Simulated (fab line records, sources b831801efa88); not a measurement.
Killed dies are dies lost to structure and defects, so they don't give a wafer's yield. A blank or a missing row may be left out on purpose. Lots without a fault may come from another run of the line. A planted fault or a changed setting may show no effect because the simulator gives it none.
fab line records | flow sky130 | part 2 of 2: steps 26 to 35 of 35
record lots=5 wafers=15 last_day=51
route steps=708 shown VIA4@643 METAL5@661
lots that met no fault: from a run of the same line without faults
start_h: hours from the record's first day to the start of the lot's first wafer shown | wait_h: hours since the lot's step before | " the same as in the row above | L1.1+2: a row that stands for several wafers | - no value, or no start given | * or withheld: withheld | < > ~ a bound
route shown NAME@n: a module of which the file shows steps, and the number in the route of the first | usual: mean/standard deviation of fault-free wafers | same: alike in all rows | chamber/n: place in a boat | sites: the reading at each site | _std_site: their standard deviation | _edge_site: outer sites' mean less inner sites' | radius_mm: how far each site lies from the wafer's centre | mask NAME#n: copy n | behind: the tool/chamber that last shaped the wafer | hold: why the lot was held/for how many hours/how that ended | device: the transistor (n, p or np) that didn't switch | end of line: the same wafers' tests at the end of the route | a step without rows: its recipe alone | killed: dies lost to structure and defects at the first sort, not the wafer's yield | map: a wafer's dies, x killed, . not, _ none there
set.NAME: the setting as run; set.NAME@STEP: as run at that earlier step | model.NAME: the simulator's own value behind a step, which no gauge read
lots at some steps of the route; a table a step, a row a wafer
services: from which hour (start_h, from the record's first day; less than 0 if before it) a tool's chamber was out of use, for how many hours, and why
## steps
# step SKY_METAL5_DEHYDRATE_07
# recipe temp_c=200 time_s=60
# columns lot.wafer tool chamber start_h wait_h
L083.2+4+6 litho_track-04 0 1077.09 10.0
L085.3+5+6 litho_track-03 0 1100.33 5.7
L089.1+3+4 litho_track-01 0 1123.58 8.6
L094.4+5+6 litho_track-04 0 1135.79 9.4
L096.3+4+5 litho_track-04 0 1184.57 7.4
# step SKY_METAL5_HMDS_08
# recipe prime_time_s=60 prime_temp_c=120
# columns lot.wafer tool chamber start_h wait_h
L083.2+4+6 litho_track-04 0 1077.24 0.1
L085.3+5+6 litho_track-03 0 1100.48 0.1
L089.1+3+4 litho_track-01 0 1123.73 0.1
L094.4+5+6 litho_track-04 0 1135.94 0.1
L096.3+4+5 litho_track-04 0 1184.72 0.1
# step SKY_METAL5_COAT_09
# recipe resist=NOVOLAK spin_rpm=3000 resist_thk_nm=1800
# columns lot.wafer tool chamber start_h wait_h
L083.2+4+6 litho_track-04 0 1077.39 0.1
L085.3+5+6 litho_track-03 0 1100.63 0.1
L089.1+3+4 litho_track-01 0 1123.88 0.1
L094.4+5+6 litho_track-04 0 1136.09 0.1
L096.3+4+5 litho_track-04 0 1184.87 0.1
# step SKY_METAL5_SOFTBAKE_10
# recipe temp_c=90 time_s=60 resist=NOVOLAK
# columns lot.wafer tool chamber start_h wait_h
L083.2+4+6 litho_track-04 0 1077.54 0.1
L085.3+5+6 litho_track-03 0 1100.78 0.1
L089.1+3+4 litho_track-01 0 1124.03 0.1
L094.4+5+6 litho_track-04 0 1136.24 0.1
L096.3+4+5 litho_track-04 0 1185.02 0.1
# step SKY_METAL5_EXPOSE_11
# recipe mask_id=MM5 na=0.6 source_shape=conventional sigma_outer=0.6 polarization=unpolarized target_cd_nm=1600 dose_mj=190
# usual reticle_temp_C=23.01/0.1 stage_vel_mm_s=500.02/0.27
# columns lot.wafer tool chamber start_h wait_h mask reticle_temp_C stage_vel_mm_s
L083.2 iline_stepper-01 0 - - MM5#0 22.98 500.03
L083.4 " 0 " " MM5#0 22.94 500.20
L083.6 " 0 " " MM5#0 22.88 499.89
L085.3 iline_stepper-01 0 - - MM5#0 23.04 500.08
L085.5 " 0 " " MM5#0 22.86 500.02
L085.6 " 0 " " MM5#0 23.03 500.11
L089.1 iline_stepper-01 0 - - MM5#0 22.99 500.26
L089.3 " 0 " " MM5#0 22.96 500.31
L089.4 " 0 " " MM5#0 22.97 500.41
L094.4 iline_stepper-02 0 - - MM5#0 23.04 499.98
L094.5 " 0 " " MM5#0 22.98 499.84
L094.6 " 0 " " MM5#0 23.10 500.17
L096.3 iline_stepper-02 0 - - MM5#0 23.19 500.00
L096.4 " 0 " " MM5#0 23.20 499.74
L096.5 " 0 " " MM5#0 22.94 499.89
# step SKY_METAL5_PEB_12
# recipe temp_c=withheld time_s=* resist=NOVOLAK
# columns lot.wafer tool chamber start_h wait_h
L083.2+4+6 litho_track-01 0 - -
L085.3+5+6 litho_track-04 0 - -
L089.1+3+4 litho_track-01 0 - -
L094.4+5+6 litho_track-04 0 - -
L096.3+4+5 litho_track-04 0 - -
# step SKY_METAL5_DEVELOP_13
# recipe resist=NOVOLAK developer=TMAH develop_time_s=60 dev_temp_c=23
# columns lot.wafer tool chamber start_h wait_h
L083.2+4+6 litho_track-01 0 1087.51 0.1
L085.3+5+6 litho_track-04 0 1109.62 0.1
L089.1+3+4 litho_track-01 0 1133.18 0.1
L094.4+5+6 litho_track-04 0 1144.59 0.1
L096.3+4+5 litho_track-04 0 1192.42 0.1
# step SKY_METAL5_DESCUM_14
# recipe chemistry=O2 source_power_w=150 bias_power_w=0 pressure_mtorr=10 temp_c=40 time_s=11
# usual drypump_motor_current_A=5.7/0.35 oes_product_au=1.005/0.0059
# columns lot.wafer tool chamber start_h wait_h drypump_motor_current_A oes_product_au rf_hours_counter_h
L083.2 rie_metal-04 0 1087.64 0.1 5.4 0.993 -
L083.4 " 0 " " 5.4 1.009 -
L083.6 " 0 " " 5.4 1.005 -
L085.3 rie_metal-04 0 1109.73 0.1 5.4 0.999 -
L085.5 " 0 " " 5.4 1.005 -
L085.6 " 1 " " 5.4 1.009 -
L089.1 rie_metal-02 1 1133.33 0.1 5.7 1.003 22
L089.3 " 1 " " 5.7 1.001 -
L089.4 " 0 " " 6.3 1.014 -
L094.4 rie_metal-01 0 1144.68 0.1 6.0 1.000 -
L094.5 " 1 " " 5.5 1.007 -
L094.6 " 0 " " 6.0 1.003 -
L096.3 rie_metal-01 0 1192.53 0.1 6.0 1.015 -
L096.4 " 1 " " 5.5 1.006 -
L096.5 " 0 " " 6.0 1.017 -
# step SKY_METAL5_METAL_ETCH_15
# recipe target_depth_a=12600 stop_on=SiO2 over_etch_frac=0.2 time_s=252 chemistry=Cl2/BCl3 resist_sidewall_deg=86 pressure_mtorr=10 icp_w=900 bias_w=48.5 Cl2_flow_sccm=60 bcl3_flow_sccm=30
# usual drypump_motor_current_A=5.7/0.35 oes_product_au=0.893/0.0049 throttle_valve_pct=22.265/0.0086
# columns lot.wafer tool chamber start_h wait_h drypump_motor_current_A oes_product_au rf_hours_counter_h throttle_valve_pct
L083.2 rie_metal-04 0 1087.78 0.1 5.4 0.889 - 22.267
L083.4 " 0 " " 5.4 0.886 - 22.264
L083.6 " 0 " " 5.4 0.894 - 22.263
L085.3 rie_metal-04 0 1109.83 0.1 5.4 0.890 - 22.248
L085.5 " 0 " " 5.4 0.890 - 22.256
L085.6 " 1 " " 5.4 0.891 - 22.256
L089.1 rie_metal-02 1 1133.37 0.0 5.7 0.891 22 22.271
L089.3 " 1 " " 5.7 0.894 - 22.265
L089.4 " 0 " " 6.3 0.890 - 22.275
L094.4 rie_metal-01 0 1144.78 0.1 6.0 0.890 - 22.268
L094.5 " 1 " " 5.5 0.901 - 22.260
L094.6 " 0 " " 6.0 0.893 - 22.271
L096.3 rie_metal-01 0 1192.63 0.1 6.0 0.894 - 22.269
L096.4 " 1 " " 5.5 0.888 - 22.261
L096.5 " 0 " " 6.0 0.896 - 22.253
# step SKY_METAL5_STRIP_16
# recipe chemistry=O2/N2 power_w=1432 pressure_mtorr=1500 platen_temp_c=withheld o2_flow_sccm=3000 n2_flow_sccm=300 overash_fraction=0.5
# usual drypump_motor_current_A=6.0/0.4 oes_product_au=0.719/0.0044 strip_time_to_endpoint_s=12.79/0.066
# columns lot.wafer tool chamber start_h wait_h drypump_motor_current_A oes_product_au rf_hours_counter_h strip_time_to_endpoint_s
L083.2 plasma_asher-03 1 1088.17 0.3 6.4 0.724 34 12.85
L083.4 " 0 " " 5.4 0.720 - 12.91
L083.6 " 0 " " 5.4 0.717 - 12.82
L085.3 plasma_asher-02 1 1110.02 0.1 6.2 0.722 - 12.81
L085.5 " 1 " " 6.3 0.723 - 12.83
L085.6 " 0 " " 6.1 0.718 - 12.70
L089.1 plasma_asher-02 0 1133.60 0.2 6.1 0.724 5 12.79
L089.3 " 0 " " 6.1 0.712 - 12.84
L089.4 " 1 " " 6.3 0.724 - 12.80
L094.4 plasma_asher-01 0 1144.97 0.1 6.3 0.725 - 12.83
L094.5 " 0 " " 6.3 0.728 - 12.89
L094.6 " 1 " " 5.6 0.718 - 12.87
L096.3 plasma_asher-02 0 1192.82 0.1 6.1 0.717 - 12.78
L096.4 " 1 " " 6.3 0.726 - 12.72
L096.5 " 1 " " 6.3 0.727 - 12.83
## services
# columns tool chamber start_h hours kind
rie_diel-03 3 1035.97 3.6 repair
rie_diel-03 0 1036.78 6.0 repair
pvd_sputter-01 - 1037.47 0.7 repair
rie_diel-03 - 1043.91 0.7 repair
rie_metal-02 - 1048.91 0.2 repair
pvd_sputter-02 - 1055.21 8.0 repair
plasma_asher-02 - 1055.31 9.0 pm
cvd_w-02 - 1056.23 28.1 pm
rie_metal-01 0 1067.85 6.4 repair
plasma_asher-02 - 1073.01 15.6 pm
cmp-01 - 1075.59 12.8 pm
rie_metal-04 1 1082.95 10.8 repair
cmp-01 - 1088.44 4.0 pm
pvd_sputter-03 - 1101.11 1.1 repair
iline_stepper-01 - 1108.58 1.6 repair
cmp-01 - 1121.09 0.3 repair
cmp-01 - 1126.30 0.8 repair
iline_stepper-02 - 1132.33 2.1 pm
pvd_sputter-02 - 1157.80 1.6 repair
rie_metal-04 - 1158.47 4.0 pm
cmp-01 - 1177.54 1.0 repair
pvd_sputter-03 - 1179.77 4.3 repair
iline_stepper-01 - 1187.00 1.7 pm
iline_stepper-02 - 1190.64 2.2 repair
